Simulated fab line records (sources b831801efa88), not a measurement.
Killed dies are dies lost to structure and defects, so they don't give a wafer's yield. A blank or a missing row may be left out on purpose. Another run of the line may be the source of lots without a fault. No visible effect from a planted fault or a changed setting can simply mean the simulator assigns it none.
fab line records | flow sfqLine
record lots=14 | wafers=42 | lastDay=87
route steps=325 shown M2@89
lots that met no fault: from a run of the same line without faults
startH: hours from the record's first day to the start of the lot's first wafer shown | waitH: how many hours have passed since the lot's step before this one | " as in the row above | L1.1+2: a row that stands for several wafers | - value missing, or start not given | * or withheld: withheld | < > ~ a bound
route shown NAME@n: names a module that has steps shown in the file, with the first one's number in the route | usual: average and standard deviation across the fault-free wafers | same: alike in all rows | chamber/n: place in a boat | sites: readings site by site | _std_site: how widely they spread, as a standard deviation | _edge_site: mean of outer sites minus mean of inner sites | radiusMm: how far each site lies from the wafer's centre | mask NAME#n: copy n | behind: tool/chamber where the wafer was last shaped | hold: cause of the lot's hold/its duration in hours/its outcome | device: transistor that didn't switch, given as n, p or np | end of line: at the end of the route, the tests of the same wafers | a step given without rows: its recipe and nothing more | killed: count of dies lost to structure and defects at first sort (not the wafer's yield) | map: dies across one wafer; x = killed, . = not, _ = none there
set.NAME: the setting as run; set.NAME@STEP: as run at that earlier step | model.NAME: the simulator's own value behind a step, which no gauge read
one table for each step of the route and one row for each wafer, over a sample of lots
services: the hour from which a tool's chamber was out of use, counted from the record's first day as startH (under 0 if before that day), plus the number of hours and why
## steps
# step SFQ_TRILAYER_M2_DEP_SPUTTER_055
# recipe material=Nb | basePressurePa=1.33e-06 | chamberPressurePa=0.1333 | substrateTempC=20 | resputterCathodeVoltageV=400 | targetThkNm=200 | powerW=2000 | timeS=133.3
# usual throttleValvePct=29.6/1.1
lot.wafer | tool          | chamber | startH | waitH | throttleValvePct
L894.2    | pvdSputter-04 | -       | 382.24 | 0.0   | 29.5
L894.4    | "             | -       | "      | "     | 29.0
L894.6    | "             | -       | "      | "     | 29.1
L895.1    | pvdSputter-05 | -       | 395.45 | 0.0   | 29.2
L895.3    | "             | -       | "      | "     | 29.9
L895.6    | "             | -       | "      | "     | 31.0
L896.1    | pvdSputter-05 | -       | 409.84 | 0.0   | 30.1
L896.3    | "             | -       | "      | "     | 31.3
L896.4    | "             | -       | "      | "     | 30.4
L897.1    | pvdSputter-03 | -       | 423.79 | 0.0   | 28.6
L897.2    | "             | -       | "      | "     | 31.5
L897.5    | "             | -       | "      | "     | 28.9
L905.2    | pvdSputter-03 | -       | 490.25 | 0.0   | 28.8
L905.3    | "             | -       | "      | "     | 27.8
L905.6    | "             | -       | "      | "     | 27.6
L906.2    | pvdSputter-03 | -       | 495.03 | 0.0   | 30.6
L906.3    | "             | -       | "      | "     | 27.6
L906.6    | "             | -       | "      | "     | 31.6
L907.1    | pvdSputter-05 | -       | 497.43 | 0.0   | 31.0
L907.3    | "             | -       | "      | "     | 30.0
L907.4    | "             | -       | "      | "     | 29.1
L908.1    | pvdSputter-04 | -       | 501.03 | 0.0   | 29.1
L908.3    | "             | -       | "      | "     | 30.5
L908.5    | "             | -       | "      | "     | 28.8
L910.1    | pvdSputter-04 | -       | 517.23 | 0.0   | 29.4
L910.2    | "             | -       | "      | "     | 30.4
L910.3    | "             | -       | "      | "     | 29.1
L912.2    | pvdSputter-04 | -       | 526.23 | 0.0   | 29.0
L912.5    | "             | -       | "      | "     | 30.6
L912.6    | "             | -       | "      | "     | 28.8
L914.1    | pvdSputter-04 | -       | 533.43 | 0.0   | 29.2
L914.4    | "             | -       | "      | "     | 29.5
L914.5    | "             | -       | "      | "     | 29.0
L915.1    | pvdSputter-04 | -       | 535.83 | 0.0   | 28.9
L915.3    | "             | -       | "      | "     | 28.6
L915.6    | "             | -       | "      | "     | 28.8
L916.3    | pvdSputter-04 | -       | 545.45 | 0.0   | 30.5
L916.4    | "             | -       | "      | "     | 29.3
L916.5    | "             | -       | "      | "     | 29.2
L917.1    | pvdSputter-05 | -       | 548.83 | 0.0   | 30.8
L917.2    | "             | -       | "      | "     | 31.0
L917.3    | "             | -       | "      | "     | 29.2
# step SFQ_M2_RS_MEAS_914
# recipe thkMeasGauge=four-point-probe | reads=Nb_of_TRILAYER_M2_DEP_SPUTTER_055
# usual M2_NB_RS=0.893/0.0071
lot.wafer | tool         | chamber | startH | waitH | hold                    | M2_NB_RS[ohm/sq]
L894.2    | filmMetro-01 | -       | 382.35 | 0.1   | -                       | 0.890
L894.4    | "            | -       | "      | "     | -                       | 0.887
L894.6    | "            | -       | "      | "     | -                       | 0.891
L895.1    | filmMetro-04 | -       | 395.54 | 0.0   | -                       | 0.887
L895.3    | "            | -       | "      | "     | -                       | 0.888
L895.6    | "            | -       | "      | "     | -                       | 0.883
L896.1    | filmMetro-01 | -       | 409.93 | 0.0   | -                       | 0.899
L896.3    | "            | -       | "      | "     | -                       | 0.892
L896.4    | "            | -       | "      | "     | -                       | 0.899
L897.1    | filmMetro-01 | -       | 423.88 | 0.0   | -                       | 0.871
L897.2    | "            | -       | "      | "     | -                       | 0.881
L897.5    | "            | -       | "      | "     | -                       | 0.871
L905.2    | filmMetro-01 | -       | 490.36 | 0.1   | awaitDispo/0.2h/release | 0.902
L905.3    | "            | -       | "      | "     | awaitDispo/0.2h/release | 0.639
L905.6    | "            | -       | "      | "     | awaitDispo/0.2h/release | 0.637
L905.2    | filmMetro-01 | -       | 490.64 | 0.3   | -                       | 0.903
L905.3    | "            | -       | "      | "     | -                       | 0.640
L905.6    | "            | -       | "      | "     | -                       | 0.637
L906.2    | filmMetro-01 | -       | 495.14 | 0.1   | awaitDispo/0.2h/release | 0.888
L906.3    | "            | -       | "      | "     | awaitDispo/0.2h/release | 0.632
L906.6    | "            | -       | "      | "     | awaitDispo/0.2h/release | 0.637
L906.2    | filmMetro-01 | -       | 495.43 | 0.3   | -                       | 0.885
L906.3    | "            | -       | "      | "     | -                       | 0.634
L906.6    | "            | -       | "      | "     | -                       | 0.638
L907.1    | filmMetro-03 | -       | 497.52 | 0.0   | -                       | 0.877
L907.3    | "            | -       | "      | "     | -                       | 0.885
L907.4    | "            | -       | "      | "     | -                       | 0.887
L908.1    | filmMetro-03 | -       | 501.12 | 0.0   | -                       | 0.904
L908.3    | "            | -       | "      | "     | -                       | 0.903
L908.5    | "            | -       | "      | "     | -                       | 0.894
L910.1    | filmMetro-04 | -       | 517.32 | 0.0   | -                       | 0.899
L910.2    | "            | -       | "      | "     | -                       | 0.904
L910.3    | "            | -       | "      | "     | -                       | 0.901
L912.2    | filmMetro-03 | -       | 526.34 | 0.1   | -                       | 0.900
L912.5    | "            | -       | "      | "     | -                       | 0.901
L912.6    | "            | -       | "      | "     | -                       | 0.893
L914.1    | filmMetro-01 | -       | 533.52 | 0.0   | -                       | 0.893
L914.4    | "            | -       | "      | "     | -                       | 0.883
L914.5    | "            | -       | "      | "     | -                       | 0.887
L915.1    | filmMetro-01 | -       | 535.92 | 0.0   | -                       | 0.891
L915.3    | "            | -       | "      | "     | -                       | 0.895
L915.6    | "            | -       | "      | "     | -                       | 0.898
L916.3    | filmMetro-04 | -       | 545.58 | 0.1   | -                       | 0.891
L916.4    | "            | -       | "      | "     | -                       | 0.890
L916.5    | "            | -       | "      | "     | -                       | 0.890
L917.1    | filmMetro-01 | -       | 548.92 | 0.0   | -                       | 0.890
L917.2    | "            | -       | "      | "     | -                       | 0.897
L917.3    | "            | -       | "      | "     | -                       | 0.897
# step SFQ_TRILAYER_M2_ETCH_METAL_ETCH_060
# recipe target=Nb | stopOn=SiO2 | maskMaterial=PR | chemistry=Cl2/Ar | targetDepthNm=240 | icpW=600 | biasW=80 | pressureMtorr=10 | timeS=120
# usual chamberPressureMTorr=9.999/0.0094 | drypumpMotorCurrentA=5.4/0.48 | oesProductAu=0.893/0.0055
lot.wafer | tool        | chamber | startH | waitH | chamberPressureMTorr | drypumpMotorCurrentA | oesProductAu | rfHoursCounterH
L894.2    | rieMetal-04 | 0       | 510.78 | 0.0   | 10.001               | 4.9                  | 0.899        | 153
L894.4    | "           | 1       | "      | "     | 9.993                | 5.5                  | 0.897        | -
L894.6    | "           | 0       | "      | "     | 10.017               | 4.9                  | 0.893        | -
L895.1    | rieMetal-01 | 1       | 524.98 | 0.0   | 9.991                | 5.4                  | 0.893        | 85
L895.3    | "           | 1       | "      | "     | 10.017               | 5.4                  | 0.893        | -
L895.6    | "           | 1       | "      | "     | 10.013               | 5.4                  | 0.893        | -
L896.1    | rieMetal-04 | 1       | 539.38 | 0.0   | 9.988                | 5.5                  | 0.891        | 85
L896.3    | "           | 0       | "      | "     | 9.996                | 4.9                  | 0.895        | -
L896.4    | "           | 1       | "      | "     | 10.005               | 5.5                  | 0.891        | -
L897.1    | rieMetal-03 | 0       | 551.38 | 0.0   | 10.000               | 5.1                  | 0.903        | 83
L897.2    | "           | 1       | "      | "     | 9.999                | 6.4                  | 0.904        | 50
L897.5    | "           | 1       | "      | "     | 9.996                | 6.4                  | 0.909        | -
L905.2    | rieMetal-01 | 1       | 578.98 | 0.0   | 9.988                | 5.4                  | 0.887        | 96
L905.3    | "           | 1       | "      | "     | 9.990                | 5.4                  | 1.006        | -
L905.6    | "           | 1       | "      | "     | 9.998                | 5.4                  | 1.003        | -
L906.2    | rieMetal-04 | 0       | 580.18 | 0.0   | 9.991                | 4.9                  | 0.899        | 167
L906.3    | "           | 0       | "      | "     | 10.003               | 4.9                  | 0.987        | -
L906.6    | "           | 1       | "      | "     | 9.988                | 5.5                  | 0.989        | -
L907.1    | rieMetal-01 | 1       | 581.38 | 0.0   | 9.997                | 5.4                  | 0.902        | 96
L907.3    | "           | 1       | "      | "     | 10.005               | 5.4                  | 0.901        | -
L907.4    | "           | 0       | "      | "     | 9.989                | 5.4                  | 0.896        | -
L908.1    | rieMetal-03 | 1       | 582.58 | 0.0   | 9.998                | 6.4                  | 0.881        | 57
L908.3    | "           | 1       | "      | "     | 10.003               | 6.4                  | 0.888        | -
L908.5    | "           | 0       | "      | "     | 10.002               | 5.1                  | 0.891        | -
L910.1    | rieMetal-04 | 0       | 584.98 | 0.0   | 9.986                | 4.9                  | 0.885        | 168
L910.2    | "           | 1       | "      | "     | 10.004               | 5.4                  | 0.890        | 93
L910.3    | "           | 1       | "      | "     | 9.999                | 5.5                  | 0.890        | -
L912.2    | rieMetal-03 | 0       | 587.38 | 0.0   | 9.998                | 5.1                  | 0.881        | 91
L912.5    | "           | 0       | "      | "     | 10.004               | 5.1                  | 0.891        | -
L912.6    | "           | 1       | "      | "     | 9.994                | 6.4                  | 0.891        | -
L914.1    | rieMetal-03 | 0       | 589.78 | 0.0   | 9.997                | 5.1                  | 0.895        | 91
L914.4    | "           | 0       | "      | "     | 10.013               | 5.1                  | 0.902        | -
L914.5    | "           | 0       | "      | "     | 10.000               | 5.1                  | 0.890        | -
L915.1    | rieMetal-04 | 0       | 590.98 | 0.0   | 10.008               | 4.9                  | 0.895        | 169
L915.3    | "           | 1       | "      | "     | 9.993                | 5.5                  | 0.895        | -
L915.6    | "           | 0       | "      | "     | 9.996                | 4.9                  | 0.900        | -
L916.3    | rieMetal-03 | 0       | 592.22 | 0.1   | 10.006               | 5.1                  | 0.892        | -
L916.4    | "           | 1       | "      | "     | 9.993                | 6.4                  | 0.896        | -
L916.5    | "           | 0       | "      | "     | 10.006               | 5.1                  | 0.898        | -
L917.1    | rieMetal-01 | 0       | 593.38 | 0.0   | 9.992                | 5.4                  | 0.889        | 161
L917.2    | "           | 1       | "      | "     | 10.001               | 5.4                  | 0.893        | 99
L917.3    | "           | 1       | "      | "     | 10.004               | 5.4                  | 0.896        | -
## services
tool          | chamber | startH | hours | kind
pvdSputter-03 | -       | 394.25 | 0.6   | repair
rieMetal-01   | -       | 436.29 | 0.4   | repair
rieMetal-03   | -       | 455.45 | 28.1  | pm
rieMetal-01   | -       | 484.38 | 0.6   | repair
rieMetal-04   | -       | 504.65 | 2.8   | pm
rieMetal-01   | 1       | 509.90 | 7.3   | repair
pvdSputter-03 | -       | 517.22 | 7.7   | repair
pvdSputter-05 | -       | 535.64 | 4.8   | repair
pvdSputter-04 | -       | 539.89 | 2.3   | repair
pvdSputter-05 | -       | 584.11 | 48.3  | repair
pvdSputter-03 | -       | 589.62 | 2.4   | repair
## key
firstSign step=SFQ_M2_RS_MEAS_914 | reading=visit | direction=added
effect step=SFQ_M2_RS_MEAS_914 | reading=M2_NB_RS | direction=down | sigmas=36 | usual=0.893 | struck=0.636
effect step=SFQ_TRILAYER_M2_ETCH_METAL_ETCH_060 | reading=oesProductAu | direction=up | sigmas=19 | usual=0.893 | struck=0.996
metAt SFQ_TRILAYER_M2_DEP_SPUTTER_055
struckLots L905,L906
struckWafers L905.3,L905.6,L906.3,L906.6
onsetBetween 423.79 490.25
fault kind=processParameterDrift | tool=pvdSputter-03 | chamber=- | onsetH=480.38 | steps=SFQ_TRILAYER_M2_DEP_SPUTTER_055 | channel=targetThkNm | offset=79.272 | shape=step | endH=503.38 | scope=struckWafersOnly | actsIn=theseRecipesOnly | stated=200
